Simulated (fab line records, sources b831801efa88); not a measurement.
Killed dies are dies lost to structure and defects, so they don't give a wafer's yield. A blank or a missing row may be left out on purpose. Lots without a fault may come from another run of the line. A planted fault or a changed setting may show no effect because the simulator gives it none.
Split-lot experiment | flow sky130 | 5 lots, 23 wafers read, on a route of 708 steps

THE SPLIT
At SKY_SONOS_ONO_OXIDATION_00 (stabilise 600 s, purge 300 s, target thk 2.6 nm), the setting temp_c was moved away from the recipe's 800 C on 15 of the 23 wafers read, by -2.3% to -0.9%. The other wafers ran this setting at the recipe's value.

The file shows no step between the split and the reading.

THE READING
SONOS_ONO_OXIDATION_THK, in nm, at SKY_SONOS_ONO_THK_MEAS_01. Fault-free wafers of this fab line usually give 2.57 nm, standard deviation 0.057 nm.

wafer  | tool, chamber at the split | temp_c as run, C | against the recipe | SONOS_ONO_OXIDATION_THK, nm | against lot-mates on the recipe
L077.1 | -, -                       | 800              | recipe             | 2.66                        | -
L077.2 | -, -                       | 800              | recipe             | 2.63                        | -
L077.3 | -, -                       | 800              | recipe             | 2.48                        | -
L077.5 | -, -                       | 800              | recipe             | 2.64                        | -
L077.6 | -, -                       | 800              | recipe             | 2.65                        | -
L079.1 | -, -                       | 792.5            | -0.9%              | 2.34                        | no lot-mate on the recipe
L079.2 | -, -                       | 792.5            | -0.9%              | 2.32                        | no lot-mate on the recipe
L079.3 | -, -                       | 792.5            | -0.9%              | 2.29                        | no lot-mate on the recipe
L079.4 | -, -                       | 792.5            | -0.9%              | 2.31                        | no lot-mate on the recipe
L079.6 | -, -                       | 792.5            | -0.9%              | 2.44                        | no lot-mate on the recipe
L080.1 | -, -                       | 781.6            | -2.3%              | 1.96                        | no lot-mate on the recipe
L080.2 | -, -                       | 781.6            | -2.3%              | 1.93                        | no lot-mate on the recipe
L080.4 | -, -                       | 781.6            | -2.3%              | 1.97                        | no lot-mate on the recipe
L080.5 | -, -                       | 781.6            | -2.3%              | 1.97                        | no lot-mate on the recipe
L080.6 | -, -                       | 781.6            | -2.3%              | 2.06                        | no lot-mate on the recipe
L084.1 | -, -                       | 786.5            | -1.7%              | 2.16                        | no lot-mate on the recipe
L084.3 | -, -                       | 786.5            | -1.7%              | 2.09                        | no lot-mate on the recipe
L084.4 | -, -                       | 786.5            | -1.7%              | 2.10                        | no lot-mate on the recipe
L084.5 | -, -                       | 786.5            | -1.7%              | 2.09                        | no lot-mate on the recipe
L084.6 | -, -                       | 786.5            | -1.7%              | 2.15                        | no lot-mate on the recipe
L085.3 | furnace-01, 0              | 800              | recipe             | 2.57                        | -
L085.4 | furnace-01, 0              | 800              | recipe             | 2.60                        | -
L085.5 | furnace-01, 0              | 800              | recipe             | 2.56                        | -

THE FIT
A straight line over all 23 wafers: SONOS_ONO_OXIDATION_THK changes by +0.274 nm for each +1% of temp_c; r = +0.98; the points scatter about the line by 0.051 nm.
Too few moved wafers have a lot-mate on the recipe to fit a line with each lot's own level taken away.

THE WHOLE CHAIN: every reading that the file lists as answering this split, in the file's order
step                       | what it does                                    | reading                                                                                | change (the file's fit)               | r (the file's)
SKY_SONOS_ONO_OXIDATION_00 | stabilise 600 s, purge 300 s, target thk 2.6 nm | SiO2_of_SONOS_ONO_OXIDATION_00.thk_nm (the simulator's own value, which no gauge read) | +0.285 nm for each +1% of the setting | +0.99
SKY_SONOS_ONO_THK_MEAS_01  |                                                 | SONOS_ONO_OXIDATION_THK                                                                | +0.274 for each +1% of the setting    | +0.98

THE FILE'S OWN FIT
SONOS_ONO_OXIDATION_THK changes by +0.274 nm for each +1% of temp_c, r = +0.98.
